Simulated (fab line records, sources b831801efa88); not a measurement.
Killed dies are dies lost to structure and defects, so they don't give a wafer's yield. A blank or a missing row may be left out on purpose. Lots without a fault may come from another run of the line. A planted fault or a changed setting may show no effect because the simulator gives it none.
Which tool did it? | flow gf180mcu | 11 lots, 33 wafers sampled, at 2 steps of a route of 602

WHAT THE GAUGES READ, wafer by wafer
GF_M1_RS_MEAS_05: measures by four-point-probe.
lot  | measured     | on            | M1_ALCU_RS (ohm/sq)
L955 | day 16 02:25 | film_metro-02 | 0.0699 0.0711 0.0698
L956 | day 16 05:53 | film_metro-03 | 0.0714 0.0709 0.0685
L957 | day 16 23:50 | film_metro-02 | 0.0689 0.0703 0.0697
L958 | day 17 15:31 | film_metro-03 | 0.0701 0.0692 0.0693
L964 | day 19 15:38 | film_metro-03 | 0.0647 0.0647 0.0641
L968 | day 20 21:56 | film_metro-01 | 0.0649 0.0637 0.0640
L969 | day 21 13:44 | film_metro-01 | 0.0709 0.0701 0.0690
L970 | day 21 22:43 | film_metro-01 | 0.0686 0.0681 0.0685
L975 | day 23 07:41 | film_metro-03 | 0.0707 0.0704 0.0700
L977 | day 24 01:39 | film_metro-01 | 0.0695 0.0694 0.0695
L978 | day 24 16:05 | film_metro-01 | 0.0691 0.0696 0.0689

WHICH TOOL RAN EACH LOT (tool, then ch and the chambers of the sampled wafers, then the start)
lot  | GF_M1_SPUTTER_02
L955 | pvd_sputter-04, day 16 02:17
L956 | pvd_sputter-02, day 16 05:46
L957 | pvd_sputter-01, day 16 23:44
L958 | pvd_sputter-01, day 17 15:24
L964 | pvd_sputter-01, day 19 15:32
L968 | pvd_sputter-01, day 20 21:48
L969 | pvd_sputter-04, day 21 13:37
L970 | pvd_sputter-04, day 21 22:37
L975 | pvd_sputter-02, day 23 07:34
L977 | pvd_sputter-02, day 24 01:34
L978 | pvd_sputter-02, day 24 15:59
- GF_M1_SPUTTER_02: material AlCu, target thk 450 nm, time 23.9 s.

THE ANSWER, worked out from the rows above alone
Rule: what is usual is taken from the lots themselves. Put in order of their means at a reading, lots are off if they are a third of the lots or fewer, leave a main group of 4 or more, and stand apart from it by a gap of 3 or more times the standard deviation of the main group's means; of several such gaps the widest counts. A main group whose means are all the same, to the digits that the tables above print for the reading, isn't used. A lot without any number at a reading at which 4 lots or more have one is off too. The other lots that the step has rows for count as sound.
Off: L964, L968, at GF_M1_RS_MEAS_05 (M1_ALCU_RS). The main group: mean 0.0697 ohm/sq, standard deviation 0.0006.
A tool fits if, at a process step before that reading, it ran every lot that is off, and no sound lot after the first of them. The gauges at GF_M1_RS_MEAS_05 are tried like those tools. One fits: pvd_sputter-01 at GF_M1_SPUTTER_02. Its last sound lot is L958 (day 17 15:24), its first lot that is off L964 (day 19 15:32): a fault that began between those two fits.

WHAT THE SIMULATOR HAD PUT IN
Process parameter drift: pvd_sputter-01, from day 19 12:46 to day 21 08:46, at GF_M1_SPUTTER_02. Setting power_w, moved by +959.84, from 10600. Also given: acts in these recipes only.
Lots struck among those shown: L964, L968. The rule above found the same.
